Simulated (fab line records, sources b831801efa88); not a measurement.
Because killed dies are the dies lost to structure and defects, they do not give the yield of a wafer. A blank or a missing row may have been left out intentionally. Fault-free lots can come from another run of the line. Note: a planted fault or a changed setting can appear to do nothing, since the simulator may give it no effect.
The tool behind it: which one? ; flow gf180mcu ; 36 wafers from 12 lots sampled at 6 of the route's 602 steps

## WHAT THE GAUGES SHOWED, per wafer
GF_CONTACT_THK_MEAS_26: measures by xrf.
lot;measured;on;CONTACT_W_THK (nm)
L175;day 17 03:48;film_metro-03;305 308 307
L176;day 17 09:49;film_metro-03;303 302 305
L177;day 17 18:53;film_metro-02;301 309 300
L179;day 18 18:53;film_metro-04;297 299 294
L181;day 19 10:57;film_metro-02;297 305 298
L185;day 20 13:44;film_metro-03;296 302 299
L186;day 21 02:38;film_metro-02;299 312 301
L188;day 21 14:15;film_metro-04;303 301 296
L189;day 22 01:58;film_metro-04;303 305 303
L191;day 22 18:59;film_metro-03;302 300 309
L195;day 23 20:21;film_metro-03;300 297 297
L196;day 24 03:10;film_metro-02;306 305 305

GF_V1_THK_MEAS_01.
lot;measured;on;V1_CVD_00_THK (nm)
L175;day 18 04:19;film_metro-04;600 610 596
L176;day 18 09:59;film_metro-02;611 604 606
L177;day 18 19:59;film_metro-02;600 608 610
L179;day 19 21:10;film_metro-04;1192 1186 1207
L181;day 20 12:31;film_metro-04;1214 1196 1207
L185;day 21 15:35;film_metro-02;1197 1205 1196
L186;day 22 03:46;film_metro-01;590 588 591
L188;day 22 15:16;film_metro-02;594 594 600
L189;day 23 02:43;film_metro-01;600 603 608
L191;day 23 19:28;film_metro-04;611 606 591
L195;day 24 19:59;film_metro-02;598 607 606
L196;day 25 03:07;film_metro-01;608 607 612

GF_V1_BOW_MEAS_05.
lot;measured;on;V1_BOW (um)
L175;day 18 04:48;film_metro-02;75 74 75
L176;day 18 10:29;film_metro-01;78 81 89
L177;day 18 20:29;film_metro-02;86 94 73
L179;day 19 22:05;film_metro-04;111 103 111
L181;day 20 13:00;film_metro-04;116 116 126
L185;day 21 16:04;film_metro-01;105 112 114
L186;day 22 04:17;film_metro-01;82 72 87
L188;day 22 15:45;film_metro-01;82 81 82
L189;day 23 03:13;film_metro-01;83 81 81
L191;day 23 20:11;film_metro-02;87 83 92
L195;day 24 20:44;film_metro-01;84 79 94
L196;day 25 03:38;film_metro-04;85 79 86

## TOOL THAT RAN EACH LOT (tool first, then ch and the chambers of the sampled wafers, then the start)
lot;GF_CONTACT_ETCH_17;GF_CONTACT_SPUTTER_22;GF_V1_CVD_00
L175;rie_diel-02 ch 0,1,3, day 17 03:29 or earlier;pvd_sputter-01, day 17 03:29;hdpcvd-01 ch 0,1, day 18 04:12
L176;rie_diel-03 ch 0,1, day 17 09:29 or earlier;pvd_sputter-01, day 17 09:29;hdpcvd-01 ch 1, day 18 09:52
L177;rie_diel-03 ch 0,1,2, day 17 18:34 or earlier;pvd_sputter-04, day 17 18:34;hdpcvd-02 ch 0,1,2, day 18 19:55
L179;rie_diel-03 ch 1,3, day 18 18:34 or earlier;pvd_sputter-02, day 18 18:34;hdpcvd-02 ch 0,2, day 19 20:50
L181;rie_diel-01 ch 0,1,2, day 19 10:38 or earlier;pvd_sputter-02, day 19 10:38;hdpcvd-02 ch 0,1,2, day 20 12:11
L185;rie_diel-03 ch 0,1,2, day 20 13:24 or earlier;pvd_sputter-02, day 20 13:24;hdpcvd-02 ch 0,2, day 21 15:13
L186;rie_diel-01 ch 1,2,3, day 21 02:17 or earlier;pvd_sputter-02, day 21 02:17;hdpcvd-02 ch 0,1,2, day 22 03:43
L188;rie_diel-01 ch 0,2,3, day 21 13:56 or earlier;pvd_sputter-01, day 21 13:56;hdpcvd-01 ch 0,1, day 22 15:10
L189;rie_diel-01 ch 0,1,2, day 22 01:38 or earlier;pvd_sputter-01, day 22 01:38;hdpcvd-02 ch 0,1, day 23 02:38
L191;rie_diel-02 ch 1,2,3, day 22 18:40 or earlier;pvd_sputter-01, day 22 18:40;hdpcvd-02 ch 0,1,2, day 23 19:24
L195;rie_diel-03 ch 1,3, day 23 20:01 or earlier;pvd_sputter-02, day 23 20:01;hdpcvd-01 ch 0,1,2, day 24 19:55
L196;rie_diel-01 ch 0,1,2, day 24 02:50 or earlier;pvd_sputter-04, day 24 02:50;hdpcvd-01 ch 0,2, day 25 03:01
- GF_CONTACT_ETCH_17: etches SiO2 in C4F8/O2/Ar, stops on CoSi2, target depth 860 nm.
- GF_CONTACT_SPUTTER_22: material Ti, target thk 15 nm, time 80.02 s.
- GF_V1_CVD_00: deposits SiO2, target thk 600 nm, time 100 s.

## WHAT THE TOOLS THEMSELVES READ (means of the sampled wafers that have a number; where no wafer has one, the mark that the record gives instead)
GF_CONTACT_ETCH_17.
lot;tool;oes_product_au (a.u.)
L175;rie_diel-02;0.819
L176;rie_diel-03;0.814
L177;rie_diel-03;0.812
L179;rie_diel-03;0.816
L181;rie_diel-01;0.818
L185;rie_diel-03;0.813
L186;rie_diel-01;0.811
L188;rie_diel-01;0.816
L189;rie_diel-01;0.818
L191;rie_diel-02;0.814
L195;rie_diel-03;0.812
L196;rie_diel-01;0.817

GF_CONTACT_SPUTTER_22.
lot;tool;chamber_pressure_pa (Pa);throttle_valve_pct (%)
L175;pvd_sputter-01;5.001;29.0
L176;pvd_sputter-01;4.993;28.8
L177;pvd_sputter-04;5.008;30.1
L179;pvd_sputter-02;4.995;31.5
L181;pvd_sputter-02;4.994;31.2
L185;pvd_sputter-02;4.997;31.2
L186;pvd_sputter-02;5.003;31.2
L188;pvd_sputter-01;5.006;30.1
L189;pvd_sputter-01;4.998;29.7
L191;pvd_sputter-01;5.009;29.7
L195;pvd_sputter-02;5.003;30.7
L196;pvd_sputter-04;5.012;30.2

## THE ANSWER, worked out from the rows above alone
Rule: usual is defined by the lots themselves. The widest of any qualifying gaps counts: lots, ordered by their means at a reading, are off when they make up no more than a third of the lots, leave a main group of 4 or more, and stand apart from it by 3 or more times the standard deviation of that group's means. Not used: any main group whose means are identical at the precision the tables above print for the reading. Also off: a lot with no number at a reading for which 4 or more lots have one. The other lots that the step has rows for count as sound. The gauges are gone through in route order, then the tools' own readings, and for those a lot's mean is taken as printed above. The first step at which some lot is off is used, and at that step the reading that is off furthest; a lot without a number counts as furthest.
Off: L179, L181, L185, seen at GF_V1_THK_MEAS_01 (V1_CVD_00_THK). Main group: mean 602 nm, sd 5.6.
A tool fits if, at a process step before that reading, it ran every lot that is off, and no sound lot after the first of them. Those tools and the gauges at GF_V1_THK_MEAS_01 are tried in the same way. GF_CONTACT_ETCH_17: start missing for some lots; hours and lot order therefore follow GF_CONTACT_SPUTTER_22. Not one of the candidates tried fits.

## WHAT THE SIMULATOR HAD INSERTED
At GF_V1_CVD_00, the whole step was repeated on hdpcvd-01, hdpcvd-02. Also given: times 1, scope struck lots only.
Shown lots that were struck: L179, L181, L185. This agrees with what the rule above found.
